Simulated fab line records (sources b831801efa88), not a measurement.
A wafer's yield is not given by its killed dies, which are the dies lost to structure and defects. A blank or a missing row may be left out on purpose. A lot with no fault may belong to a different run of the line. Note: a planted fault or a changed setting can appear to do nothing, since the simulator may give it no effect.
One fault seen from 2 desks ; flow sky130 ; each desk has only its own numbers; what lay behind them comes last

== TOOL OWNER'S DESK, lithoTrack-04 ==
The tool's own readings at SKY_RES_PROTECT_SOFTBAKE_03 (time 60 s): means of the sampled wafers that have a number, for each lot that ran on this tool. If a lot's mean is further than 4 standard deviations from the usual mean, the lot is out of limits and carries the mark OUT (the distance appears in the brackets).
Columns: A = exhaustPa at SKY_RES_PROTECT_SOFTBAKE_03, usual 45.0 Pa; B = heaterPowerTotalW at SKY_RES_PROTECT_SOFTBAKE_03, usual 56.60 W; C = runLengthS at SKY_RES_PROTECT_SOFTBAKE_03, usual 89.28 s
lot;first seen here;A;B;C
L713;day 15 05:58;44.7;56.61;89.18
L714;day 15 23:43;44.7;56.61;89.32
L716;day 16 09:28;45.1;56.83 (+5.0) OUT;88.52 (-5.5) OUT
L718;day 17 01:02;44.2;56.99 (+8.5) OUT;88.12 (-8.3) OUT
L726;day 20 05:49;45.4;56.57;89.25
L734;day 22 19:02;45.7;56.58;89.17
This desk finds L716, L718 out of limits, L716 being first, at day 16 09:28 (heaterPowerTotalW at SKY_RES_PROTECT_SOFTBAKE_03). In limits: L713, L714, L726, L734.

== METROLOGY DESK ==
Lot by lot, what the gauges showed, no matter which tool ran the lot: averages of those sampled wafers that carry a number. If a lot's mean is further than 4 standard deviations from the usual mean, the lot is out of limits and carries the mark OUT (the distance appears in the brackets).
Columns: A = VT_ADJUST_HVTR_OVL at SKY_VT_ADJUST_HVTR_OVL_MEAS_08, usual -0.1 nm
lot;first seen here;A
L713;day 10 03:38;1.2
L714;day 10 14:37;0.3
L716;day 11 02:06;-1.3
L718;day 11 17:05;0.2
L725;day 13 18:32;-0.9
L726;day 14 02:47;0.4
L727;day 14 16:20;-0.8
L728;day 14 23:50;1.5
L729;day 15 08:53;1.0
L730;day 15 09:53;-1.1
L732;day 16 05:50;-0.1
L733;day 16 08:59;1.5
L734;day 16 15:57;-0.3
This desk found nothing out of limits on any of the 13 lots.

== BROUGHT TOGETHER ==
At day 16 09:28, on L716, L718, the tool owner's desk was in a position to raise an alarm.
Metrology desk: nothing out of limits seen.
The metrology desk holds a record of L716, L718, inside its limits.
On lithoTrack-04, each named lot ran SKY_RES_PROTECT_SOFTBAKE_03.

== WHAT WAS PUT IN BY THE SIMULATOR ==
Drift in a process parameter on lithoTrack-04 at SKY_RES_PROTECT_SOFTBAKE_03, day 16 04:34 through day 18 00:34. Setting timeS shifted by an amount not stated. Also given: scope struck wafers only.
Lots struck among those shown: L716, L718.
How many hours passed from the start of the fault until each desk's first out-of-limits reading: the tool owner's desk, 5.
